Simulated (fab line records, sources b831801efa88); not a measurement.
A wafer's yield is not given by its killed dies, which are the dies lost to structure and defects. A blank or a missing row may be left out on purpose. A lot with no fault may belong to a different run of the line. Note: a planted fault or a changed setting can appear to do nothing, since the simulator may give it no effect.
Which of the tools did it? + flow gf180mcu + 14 lots with 39 wafers sampled at 5 steps, on a route of 602 steps

WHAT THE GAUGES SHOWED, per wafer
GF_CONTACT_CD_MEAS_14: target cd 220 nm.
| lot  | measured     | on        | cd nm (nm)        |
|------|--------------|-----------|-------------------|
| L655 | day 16 12:30 | cd sem-01 | 220.1 220.2 220.4 |
| L656 | day 16 21:07 | cd sem-02 | 220.5 221.7 220.6 |
| L657 | day 17 04:52 | cd sem-02 | 220.8 221.4 220.6 |
| L658 | day 17 15:46 | cd sem-02 | 221.2 222.9 221.7 |
| L659 | day 18 01:13 | cd sem-02 | 221.5 221.7 222.0 |
| L660 | day 18 04:27 | cd sem-01 | 218.0 217.7 217.8 |
| L667 | day 20 22:16 | cd sem-02 | 199.2 221.5       |
| L668 | day 21 06:34 | cd sem-01 | 198.3 196.8       |
| L669 | day 21 12:50 | cd sem-01 | 198.2 219.6       |
| L670 | day 21 21:23 | cd sem-02 | 220.3 219.9 219.2 |
| L673 | day 23 01:32 | cd sem-01 | 220.4 220.1 222.0 |
| L674 | day 23 09:16 | cd sem-02 | 218.8 220.3 220.2 |
| L676 | day 23 21:16 | cd sem-01 | 220.4 218.7 218.2 |
| L677 | day 24 06:24 | cd sem-02 | 221.5 220.8 221.7 |

GF_V5_BOW_MEAS_05.
| lot  | measured     | on            | V5_BOW (um) |
|------|--------------|---------------|-------------|
| L655 | day 26 17:41 | film metro-01 | 145 152 143 |
| L656 | day 27 00:55 | film metro-01 | 123 127 133 |
| L657 | day 27 09:25 | film metro-02 | 129 134 135 |
| L658 | day 27 19:35 | film metro-02 | 123 139 133 |
| L659 | day 28 01:46 | film metro-03 | 136 123 138 |
| L660 | day 28 05:46 | film metro-02 | 135 136 155 |
| L667 | day 30 11:33 | film metro-03 | 143 141     |
| L668 | day 30 16:59 | film metro-01 | 123 128     |
| L669 | day 30 21:04 | film metro-03 | 123 130     |
| L670 | day 31 02:27 | film metro-01 | 120 114 123 |
| L673 | day 32 02:19 | film metro-01 | 147 147 143 |
| L674 | day 32 06:00 | film metro-01 | 139 130 139 |
| L676 | day 32 15:16 | film metro-03 | 126 141 128 |
| L677 | day 32 21:52 | film metro-01 | 135 129 138 |

GF_V5_THK_MEAS_25: measures by xrf.
| lot  | measured     | on            | V5_W_THK (nm) |
|------|--------------|---------------|---------------|
| L655 | day 27 14:47 | film metro-01 | 368 374 353   |
| L656 | day 27 21:50 | film metro-03 | 353 368 368   |
| L657 | day 28 06:23 | film metro-03 | 349 363 343   |
| L658 | day 28 16:24 | film metro-03 | 357 352 352   |
| L659 | day 28 22:38 | film metro-01 | 357 371 354   |
| L660 | day 29 02:06 | film metro-03 | 345 361 346   |
| L667 | day 31 06:31 | film metro-03 | 362 344       |
| L668 | day 31 11:41 | film metro-02 | 358 346       |
| L669 | day 31 16:06 | film metro-03 | 364 367       |
| L670 | day 31 20:41 | film metro-02 | 364 364 354   |
| L673 | day 32 20:20 | film metro-03 | 367 370 366   |
| L674 | day 32 23:56 | film metro-03 | 362 348 362   |
| L676 | day 33 08:56 | film metro-01 | 348 349 345   |
| L677 | day 33 14:57 | film metro-01 | 348 365 349   |

EACH LOT AND THE TOOL THAT RAN IT (in order: tool; ch and the chambers of the sampled wafers; start)
| lot  | GF_CONTACT_EXPOSE_11              | GF_V4_STRIP_18                       |
|------|-----------------------------------|--------------------------------------|
| L655 | krf scanner-01 ch 0, day 16 01:39 | plasma asher-03 ch 0,1, day 24 20:29 |
| L656 | krf scanner-01 ch 0, day 16 09:31 | plasma asher-01 ch 0,1, day 25 03:20 |
| L657 | krf scanner-01 ch 0, day 16 17:13 | plasma asher-01 ch 0,1, day 25 12:38 |
| L658 | krf scanner-02 ch 0, day 17 04:38 | plasma asher-03 ch 0,1, day 25 22:35 |
| L659 | krf scanner-01 ch 0, day 17 13:32 | plasma asher-04 ch 0,1, day 26 05:41 |
| L660 | krf scanner-02 ch 0, day 17 16:38 | plasma asher-04 ch 0,1, day 26 09:29 |
| L667 | krf scanner-02 ch 0, day 20 10:56 | plasma asher-01 ch 0,1, day 28 17:32 |
| L668 | krf scanner-02 ch 0, day 20 19:10 | plasma asher-01 ch 0,1, day 28 23:56 |
| L669 | krf scanner-02 ch 0, day 21 00:49 | plasma asher-04 ch 0, day 29 05:17   |
| L670 | krf scanner-01 ch 0, day 21 09:36 | plasma asher-01 ch 0,1, day 29 10:26 |
| L673 | krf scanner-01 ch 0, day 22 14:33 | plasma asher-01 ch 0,1, day 30 10:38 |
| L674 | krf scanner-01 ch 0, day 22 22:04 | plasma asher-01 ch 0,1, day 30 16:20 |
| L676 | krf scanner-02 ch 0, day 23 10:01 | plasma asher-03 ch 0,1, day 31 01:38 |
| L677 | krf scanner-01 ch 0, day 23 18:56 | plasma asher-03 ch 0,1, day 31 08:35 |
- GF_CONTACT_EXPOSE_11: exposes mask Contact, target cd 220 nm.
- GF_V4_STRIP_18: strips in O2/N2.

WHAT THE TOOLS THEMSELVES READ (means of the sampled wafers that have a number; where no wafer has one, the mark that the record gives instead)
GF_V4_STRIP_18.
| lot  | tool            | drypump motor current A (A) | heater power w (W) | n2 flow sccm (sccm) | o2 flow sccm (sccm) | oes product au (a.u.) |
|------|-----------------|-----------------------------|--------------------|---------------------|---------------------|-----------------------|
| L655 | plasma asher-03 | 5.47                        | 341                | 299.8               | 3005                | 0.588                 |
| L656 | plasma asher-01 | 5.88                        | 328                | 299.3               | 3004                | 0.593                 |
| L657 | plasma asher-01 | 5.84                        | 324                | 299.5               | 3003                | 0.593                 |
| L658 | plasma asher-03 | 5.61                        | 330                | 300.7               | 2999                | 0.594                 |
| L659 | plasma asher-04 | 5.48                        | 377                | 300.0               | 3008                | 0.593                 |
| L660 | plasma asher-04 | 5.73                        | 381                | 301.4               | 2993                | 0.586                 |
| L667 | plasma asher-01 | 5.85                        | 333                | 300.4               | 3001                | 0.596                 |
| L668 | plasma asher-01 | 5.83                        | 339                | 300.0               | 3001                | 0.597                 |
| L669 | plasma asher-04 | 6.00                        | 398                | 300.7               | 2988                | 0.591                 |
| L670 | plasma asher-01 | 5.88                        | 329                | 298.7               | 3000                | 0.594                 |
| L673 | plasma asher-01 | 5.77                        | 344                | 299.7               | 2998                | 0.593                 |
| L674 | plasma asher-01 | 5.88                        | 327                | 299.9               | 3002                | 0.598                 |
| L676 | plasma asher-03 | 5.49                        | 336                | 299.7               | 2997                | 0.590                 |
| L677 | plasma asher-03 | 5.49                        | 334                | 299.4               | 2999                | 0.589                 |

THE ANSWER, worked out from the rows above alone
Rule: the lots themselves supply what counts as usual. The widest of any qualifying gaps counts: lots, ordered by their means at a reading, are off when they make up no more than a third of the lots, leave a main group of 4 or more, and stand apart from it by 3 or more times the standard deviation of that group's means. The tables above print the reading to a certain number of digits; a main group whose means all agree to those digits is not used. A lot without any number at a reading at which 4 lots or more have one is off too. Where the step has rows for the other lots, those lots are counted as sound. After the gauges, taken in route order, come the tools' own readings; for these a lot's mean is taken, as printed above. At the first step where some lot is off, the reading lying furthest off is the one used; lots without a number count as furthest.
Off at GF_CONTACT_CD_MEAS_14 (cd nm): L667, L668, L669. Mean 220.4 nm and standard deviation 1.2 in the main group.
If a tool, at a process step before that reading, ran all the lots that are off and no sound lot after the first of them, it fits. Those tools and the gauges at GF_CONTACT_CD_MEAS_14 are tried in the same way. No candidate that was tried fits.

WHAT WAS PUT IN BY THE SIMULATOR
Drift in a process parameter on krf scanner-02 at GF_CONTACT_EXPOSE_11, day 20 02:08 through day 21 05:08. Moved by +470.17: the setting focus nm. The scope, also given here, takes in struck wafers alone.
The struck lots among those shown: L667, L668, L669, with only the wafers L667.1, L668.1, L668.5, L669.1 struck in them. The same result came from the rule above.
